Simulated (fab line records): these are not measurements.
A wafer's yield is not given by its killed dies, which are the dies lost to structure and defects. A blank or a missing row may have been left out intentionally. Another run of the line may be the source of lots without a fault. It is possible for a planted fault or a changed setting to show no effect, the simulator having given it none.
Problem report in the 8D (eight disciplines) form, filled by code | flow sky130 | the parts of the form that need people (team, actions taken, sign-off) are left out

## 1. WHAT IS WRONG
Mean of exposure dose mJ cm2 at SKY_METAL1_EXPOSE_12: 27.66 over 3 wafers from 1 lot, against 27.85 (standard deviation 0.032) on wafers with no fault. That puts it -5.8 standard deviations away from the usual mean.
The step: exposes mask MM1, target cd 140 nm.
First seen on wafer L997.1, day 37 12:40, on krf scanner-02. At this step, 15 wafers from 5 lots have a number in the record. By rule, "out" or "out of limits" means more than 4 standard deviations away from the usual mean. All remaining wafers that have a number are taken as sound.

## 2. WHAT IT IS, AND WHAT IT ISN'T
question                    | is                     | is not
which readings at this step | exposure dose mJ cm2   | reticle temp C
which lots                  | L997                   | L103, L105, L988, L993
which wafers of those lots  | all that have a number | -
read on which tools         | krf scanner-02         | krf scanner-01
when                        | from day 37 12:40      | up to then (6 sound wafers); but 6 sound wafers of L103, L105 came after

## 3. SUSPECTS, AND WHAT RULES EACH OUT
Counting: any tool at a process step up to the reading is kept as a suspect provided that every lot that is out went through it and no sound lot did after the first of them.
- pvd sputter-03 at SKY_METAL1_SPUTTER_00 (material Ti, target thk 15 nm, time 10 s): kept. It ran the lot that is out, L997 (day 36 22:53), and no sound lot after that; its last sound lot up to then is L988 (day 34 02:14).
- pvd sputter-03 at SKY_METAL1_SPUTTER_03 (material Ti, target thk 5 nm, time 3.3 s): kept. It ran the lot that is out, L997 (day 36 22:58), and no sound lot after that; its last sound lot up to then is L988 (day 34 02:18).
- pvd sputter-03 at SKY_METAL1_SPUTTER_04 (material TiN, target thk 70 nm, time 58.3 s): kept. It ran the lot that is out, L997 (day 36 22:59), and no sound lot after that; its last sound lot up to then is L988 (day 34 02:19).
- krf scanner-02 at SKY_METAL1_EXPOSE_12 (exposes mask MM1, target cd 140 nm): kept. It ran the lot that is out, L997 (day 37 12:40), and no sound lot after that; its last sound lot up to then is L993 (day 36 07:42). On those wafers its own readings are out: exposure dose mJ cm2.
Left after counting: pvd sputter-03 at SKY_METAL1_SPUTTER_00, pvd sputter-03 at SKY_METAL1_SPUTTER_03, pvd sputter-03 at SKY_METAL1_SPUTTER_04, krf scanner-02 at SKY_METAL1_EXPOSE_12.

## 4. THE CAUSE (what the simulator had put in)
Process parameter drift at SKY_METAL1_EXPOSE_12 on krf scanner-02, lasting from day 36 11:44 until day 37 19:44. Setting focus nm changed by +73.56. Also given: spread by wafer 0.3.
This tool is one of the 4 suspects left after counting.

## 5. SEQUENCE OF EFFECTS, ordered by route
Each row: a reading where the mean over the struck wafers with a number is more than 3 standard deviations away from the usual. Only readings whose record carries a usual standard deviation are examined. hours: median over the lots of the time between each lot's start at the first step of this table that gives one and its start at this step. sigmas: the change, counted in usual standard deviations.
hours | step                  | reading              | usual | on struck wafers | change | sigmas
0     | SKY_METAL1_EXPOSE_12  | exposure dose mJ cm2 | 27.85 | 27.66            | -0.19  | -5.8
297   | SKY_PAD_OPEN_PROBE_99 | killed at other      | 0.2   | 2.0              | +1.8   | +3.5
The process steps in it:
- SKY_METAL1_EXPOSE_12: exposes mask MM1, target cd 140 nm.
- SKY_PAD_OPEN_PROBE_99
At these later measuring or inspecting steps, every struck wafer for which the step has a row has a number for every such reading, and none has moved that far: SKY_METAL1_CD_MEAS_15, SKY_METAL1_OVL_MEAS_16.

## 6. WHAT WOULD HAVE CAUGHT IT SOONER
The fault began at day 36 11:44; the first out-of-limits reading in this record came at day 37 12:40, 25 hours later.
